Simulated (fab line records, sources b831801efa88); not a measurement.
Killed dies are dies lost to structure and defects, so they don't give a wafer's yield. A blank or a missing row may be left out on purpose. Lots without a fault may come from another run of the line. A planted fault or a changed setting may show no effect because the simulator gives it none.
fab line records | flow sky130
record lots=6 wafers=18 last_day=49
route steps=708 shown VT_ADJUST_LVTN@99 PAD_OPEN@708
lots that met no fault: from a run of the same line without faults
start_h: hours from the record's first day to the start of the lot's first wafer shown | wait_h: hours since the lot's step before | " the same as in the row above | L1.1+2: a row that stands for several wafers | - no value, or no start given | * or withheld: withheld | < > ~ a bound
route shown NAME@n: a module of which the file shows steps, and the number in the route of the first | usual: mean/standard deviation of fault-free wafers | same: alike in all rows | chamber/n: place in a boat | sites: the reading at each site | _std_site: their standard deviation | _edge_site: outer sites' mean less inner sites' | radius_mm: how far each site lies from the wafer's centre | mask NAME#n: copy n | behind: the tool/chamber that last shaped the wafer | hold: why the lot was held/for how many hours/how that ended | device: the transistor (n, p or np) that didn't switch | end of line: the same wafers' tests at the end of the route | a step without rows: its recipe alone | killed: dies lost to structure and defects at the first sort, not the wafer's yield | map: a wafer's dies, x killed, . not, _ none there
set.NAME: the setting as run; set.NAME@STEP: as run at that earlier step | model.NAME: the simulator's own value behind a step, which no gauge read
lots at some steps of the route; a table a step, a row a wafer
services: from which hour (start_h, from the record's first day; less than 0 if before it) a tool's chamber was out of use, for how many hours, and why
## steps
# step SKY_VT_ADJUST_LVTN_COAT_02
# recipe spin_rpm=2000 resist_thk_nm=3000
# step SKY_VT_ADJUST_LVTN_SOFTBAKE_03
# recipe temp_c=110 time_s=withheld
# step SKY_VT_ADJUST_LVTN_EXPOSE_04
# recipe mask_id=NWM_COMPLEMENT_LESS_NATIVE na=0.6 source_shape=conventional sigma_outer=0.6 polarization=unpolarized target_cd_nm=840 dose_mj=194
# step SKY_VT_ADJUST_LVTN_PEB_05
# recipe temp_c=115 time_s=withheld
# step SKY_VT_ADJUST_LVTN_DEVELOP_06
# recipe wall_angle_deg=90 developer=TMAH develop_time_s=60 dev_temp_c=23
# step SKY_VT_ADJUST_LVTN_OVL_MEAS_07
# usual VT_ADJUST_LVTN_OVL=0.5/1.5
# columns lot.wafer tool chamber start_h wait_h VT_ADJUST_LVTN_OVL[nm]
L567.3 overlay-02 - 144.86 - 0.0
L567.4 " - " " 0.6
L567.5 " - " " -1.1
L568.1 overlay-01 - 159.16 - -1.2
L568.3 " - " " -1.1
L568.4 " - " " -0.7
L572.1 overlay-01 - 177.91 - 1.5
L572.4 " - " " -1.7
L572.6 " - " " 1.4
L573.3 overlay-01 - 182.03 - 2.2
L573.5 " - " " 1.7
L573.6 " - " " 3.0
L579.1 overlay-02 - 226.09 - -1.7
L579.4 " - " " -1.7
L579.6 " - " " 0.8
L583.3 overlay-01 - 248.76 - 1.3
L583.5 " - " " 0.0
L583.6 " - " " 1.9
# step SKY_VT_ADJUST_LVTN_IMPLANT_08
# recipe species=B energy_kev=30 dose_cm2=1.57e+12 tilt_deg=withheld
# step SKY_VT_ADJUST_LVTN_STRIP_09
# recipe chemistry=O2/N2 power_w=1400 pressure_mtorr=1500 platen_temp_c=withheld o2_flow_sccm=3000 n2_flow_sccm=300 overash_fraction=0.5
# usual drypump_motor_current_A=5.82/0.24 n2_flow_sccm=300.0/0.92 oes_product_au=0.722/0.0049 strip_time_to_endpoint_s=36.99/0.11
# columns lot.wafer tool chamber start_h wait_h drypump_motor_current_A n2_flow_sccm oes_product_au rf_hours_counter_h strip_time_to_endpoint_s
L567.3 plasma_asher-03 0 145.07 0.1 5.59 299.8 0.723 - 37.18
L567.4 " 1 " " 6.28 302.0 0.725 - 37.36
L567.5 " 1 " " 6.26 301.4 0.723 - 37.23
L568.1 plasma_asher-03 0 159.35 0.1 5.60 301.3 0.724 36 37.04
L568.3 " 1 " " 6.25 300.3 0.715 - 37.15
L568.4 " 0 " " 5.64 301.6 0.717 - 37.04
L572.1 plasma_asher-02 0 178.10 0.1 5.68 300.8 0.719 52 37.05
L572.4 " 1 " " 5.92 299.5 0.717 - 37.04
L572.6 " 1 " " 5.91 300.6 0.726 - 37.04
L573.3 plasma_asher-02 0 182.23 0.1 5.69 298.7 0.726 - 37.07
L573.5 " 1 " " 5.89 301.5 0.720 - 36.94
L573.6 " 0 " " 5.69 298.9 0.716 - 37.09
L579.1 plasma_asher-02 0 226.28 0.1 5.69 300.7 0.720 56 36.81
L579.4 " 0 " " 5.67 299.3 0.726 - 36.90
L579.6 " 0 " " 5.68 301.1 0.723 - 36.81
L583.3 plasma_asher-03 0 248.96 0.1 5.60 299.5 0.732 - 36.99
L583.5 " 0 " " 5.60 299.7 0.728 - 36.92
L583.6 " 1 " " 6.26 298.9 0.725 - 37.05
# step SKY_VT_ADJUST_LVTN_TW_MEAS_10
# usual VT_ADJUST_LVTN_TW=243.4/1.2
# columns lot.wafer tool chamber start_h wait_h VT_ADJUST_LVTN_TW
L567.3 film_metro-01 - 145.16 0.1 242.1
L567.4 " - " " 243.2
L567.5 " - " " 242.5
L568.1 film_metro-01 - 159.45 0.1 242.8
L568.3 " - " " 243.2
L568.4 " - " " 242.9
L572.1 film_metro-04 - 178.20 0.1 242.4
L572.4 " - " " 242.1
L572.6 " - " " 243.6
L573.3 film_metro-03 - 182.32 0.1 243.4
L573.5 " - " " 241.1
L573.6 " - " " 243.4
L579.1 film_metro-03 - 226.38 0.1 244.3
L579.4 " - " " 243.8
L579.6 " - " " 243.9
L583.3 film_metro-01 - 249.05 0.1 241.8
L583.5 " - " " 242.2
L583.6 " - " " 243.1
# step SKY_VT_ADJUST_LVTN_DEHYDRATE_11
# recipe temp_c=200 time_s=60
# step SKY_VT_ADJUST_LVTN_HMDS_12
# recipe prime_time_s=60 prime_temp_c=120
# step SKY_VT_ADJUST_LVTN_COAT_13
# recipe resist=NOVOLAK spin_rpm=3000 resist_thk_nm=1140
# step SKY_VT_ADJUST_LVTN_SOFTBAKE_14
# recipe temp_c=90 time_s=60 resist=NOVOLAK
# usual chill_plate_temp_C=23.00/0.099 run_length_s=89.26/0.17
# columns lot.wafer tool chamber start_h wait_h chill_plate_temp_C run_length_s
L567.3 litho_track-04 0 154.56 0.1 22.85 89.21
L567.4 " 0 " " 22.93 89.09
L567.5 " 0 " " 22.84 89.21
L568.1 litho_track-01 0 168.65 0.1 23.03 89.19
L568.3 " 0 " " 22.92 89.22
L568.4 " 0 " " 23.10 89.18
L572.1 litho_track-04 0 188.41 0.1 23.14 98.61
L572.4 " 0 " " 23.11 98.31
L572.6 " 0 " " 23.01 98.35
L573.3 litho_track-04 0 191.81 0.1 23.15 98.60
L573.5 " 0 " " 23.11 98.38
L573.6 " 0 " " 23.12 98.43
L579.1 litho_track-01 0 237.35 0.1 22.98 89.46
L579.4 " 0 " " 22.96 89.31
L579.6 " 0 " " 22.84 89.33
L583.3 litho_track-02 0 260.99 0.1 23.00 89.41
L583.5 " 0 " " 23.06 89.60
L583.6 " 0 " " 23.14 89.29
# step SKY_VT_ADJUST_LVTN_EXPOSE_15
# recipe mask_id=HVN_STD_DERIVED na=0.6 source_shape=conventional sigma_outer=0.6 polarization=unpolarized target_cd_nm=600 dose_mj=163
# step SKY_PAD_OPEN_PROBE_99
# usual killed_at_M0_to_M3=43/7.7 killed_at_M4_up=2.9/1.9 killed_at_contacts=24/5.9 killed_at_front_end=16/5.1 killed_at_other=0.3/0.63 killed_dies=86/10 killed_open=47/7.6 killed_short=39/6.8
# same gross_dies=492 killed_at_back_side=0
# columns lot.wafer tool chamber start_h wait_h killed_at_M0_to_M3 killed_at_M4_up killed_at_contacts killed_at_front_end killed_at_other killed_dies killed_open killed_short
L568.1 prober-01 - 1083.67 0.1 55 0 24 15 0 94 51 43
L568.3 prober-01 - 1083.77 0.2 47 3 22 10 1 83 44 39
L568.4 prober-01 - 1083.82 0.2 41 10 30 14 0 95 46 49
L572.1 prober-01 - 1103.80 0.1 43 10 22 24 1 100 57 42
L572.4 prober-01 - 1103.95 0.2 45 3 25 19 0 92 50 42
L572.6 prober-01 - 1104.05 0.2 55 2 30 15 0 102 50 52
L573.3 prober-02 - 1114.80 0.2 34 0 33 4 1 72 41 31
L573.5 prober-02 - 1114.90 0.2 34 2 24 6 0 66 38 28
L573.6 prober-02 - 1114.95 0.2 44 3 21 9 0 77 44 33
L579.1 prober-02 - 1147.76 0.1 49 1 22 11 0 83 44 39
L579.4 prober-02 - 1147.91 0.2 41 0 26 17 1 85 41 44
L579.6 prober-02 - 1148.01 0.2 43 5 25 15 1 89 58 31
# killed by level:class
L568.1 VIA1:geometric_particle:open=11 METAL1:geometric_particle:short=11 VIA2:geometric_particle:open=9 VIA3:geometric_particle:open=9 LOCAL_INTERCONNECT:geometric_particle:short=7 METAL2:geometric_particle:short=6 LI_CONTACT:geometric_particle:open=5 CONTACT:geometric_particle:open=5
L568.3 LI_CONTACT:geometric_particle:open=9 VIA1:geometric_particle:open=8 CONTACT:geometric_particle:open=7 METAL2:geometric_particle:short=7 METAL1:geometric_particle:short=6 VIA2:geometric_particle:open=6 VIA2:geometric_particle:short=5 FIELD_ISO:geometric_particle:short=4
L568.4 CONTACT:geometric_particle:open=11 VIA1:geometric_particle:short=9 CONTACT:geometric_particle:short=8 METAL1:geometric_particle:short=8 VIA1:geometric_particle:open=7 LI_CONTACT:geometric_particle:open=5 METAL2:geometric_particle:short=5 FIELD_ISO:geometric_particle:open=4
L572.1 CONTACT:geometric_particle:open=12 VIA1:geometric_particle:open=10 METAL2:geometric_particle:short=10 LI_CONTACT:geometric_particle:open=7 FIELD_ISO:geometric_particle:open=6 VIA1:geometric_particle:short=6 METAL4:geometric_particle:short=6 VIA2:geometric_particle:open=5
L572.4 VIA1:geometric_particle:open=13 CONTACT:geometric_particle:open=10 METAL1:geometric_particle:short=6 VIA2:geometric_particle:open=6 LI_CONTACT:geometric_particle:open=5 FIELD_ISO:geometric_particle:short=4 SPACER:geometric_particle:open=4 LI_CONTACT:geometric_particle:short=4
L572.6 LI_CONTACT:geometric_particle:open=12 VIA3:geometric_particle:open=10 CONTACT:geometric_particle:open=9 POLY_GATE:geometric_particle:short=8 METAL1:geometric_particle:short=8 METAL2:geometric_particle:short=8 VIA2:geometric_particle:open=8 VIA2:geometric_particle:short=8
L573.3 LI_CONTACT:geometric_particle:open=12 LOCAL_INTERCONNECT:geometric_particle:short=6 VIA1:geometric_particle:open=6 VIA3:geometric_particle:open=6 VIA1:geometric_particle:short=5 CONTACT:geometric_particle:open=5 LI_CONTACT:geometric_particle:short=4 CONTACT:geometric_particle:short=4
L573.5 CONTACT:geometric_particle:open=8 VIA1:geometric_particle:open=8 METAL3:geometric_particle:short=7 LI_CONTACT:geometric_particle:open=6 LOCAL_INTERCONNECT:geometric_particle:short=5 VIA2:geometric_particle:open=5 VIA3:geometric_particle:open=5 METAL2:geometric_particle:short=4
L573.6 CONTACT:geometric_particle:open=11 VIA3:geometric_particle:open=10 VIA1:geometric_particle:open=8 VIA1:geometric_particle:short=5 METAL1:geometric_particle:short=5 POLY_GATE:geometric_particle:short=4 POLY_GATE:geometric_particle:open=3 LI_CONTACT:geometric_particle:open=3
L579.1 VIA1:geometric_particle:open=8 LI_CONTACT:geometric_particle:open=8 VIA3:geometric_particle:open=8 VIA1:geometric_particle:short=7 METAL1:geometric_particle:short=7 VIA2:geometric_particle:open=7 FIELD_ISO:geometric_particle:short=6 LOCAL_INTERCONNECT:geometric_particle:short=4
L579.4 METAL2:geometric_particle:short=8 VIA3:geometric_particle:open=7 VIA1:geometric_particle:open=7 LI_CONTACT:geometric_particle:open=6 CONTACT:geometric_particle:open=6 VIA1:geometric_particle:short=6 CONTACT:geometric_particle:short=5 METAL1:geometric_particle:short=5
L579.6 VIA1:geometric_particle:open=14 LI_CONTACT:geometric_particle:open=10 FIELD_ISO:geometric_particle:open=7 CONTACT:geometric_particle:open=7 VIA2:geometric_particle:open=6 CONTACT:geometric_particle:short=5 METAL1:geometric_particle:short=5 METAL4:geometric_particle:short=5
## services
# columns tool chamber start_h hours kind
plasma_asher-02 - 214.77 4.3 pm
plasma_asher-03 - 222.11 1.9 repair
## key
first_sign step=SKY_VT_ADJUST_LVTN_SOFTBAKE_14 reading=run_length_s direction=up sigmas=54 usual=* struck=*
effect none on later readings
met_at SKY_VT_ADJUST_LVTN_SOFTBAKE_14
struck_wafers L572.1,L572.4,L572.6,L573.3,L573.5,L573.6
tester_left_out L572,L573
onset_between 154.56 188.41
fault kind=process_parameter_drift tool=litho_track-04 chamber=- onset_h=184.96 steps=SKY_VT_ADJUST_LVTN_SOFTBAKE_14 channel=time_s offset=* shape=step end_h=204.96 acts_in=* stated=*
# tester_left_out: of these lots the tester's yield and bins aren't shown, on N5 and GAA mostly nor the transistor test; their killed dies are dies lost to structure and defects alone, not to doping, threshold or leakage, so they don't give the yield
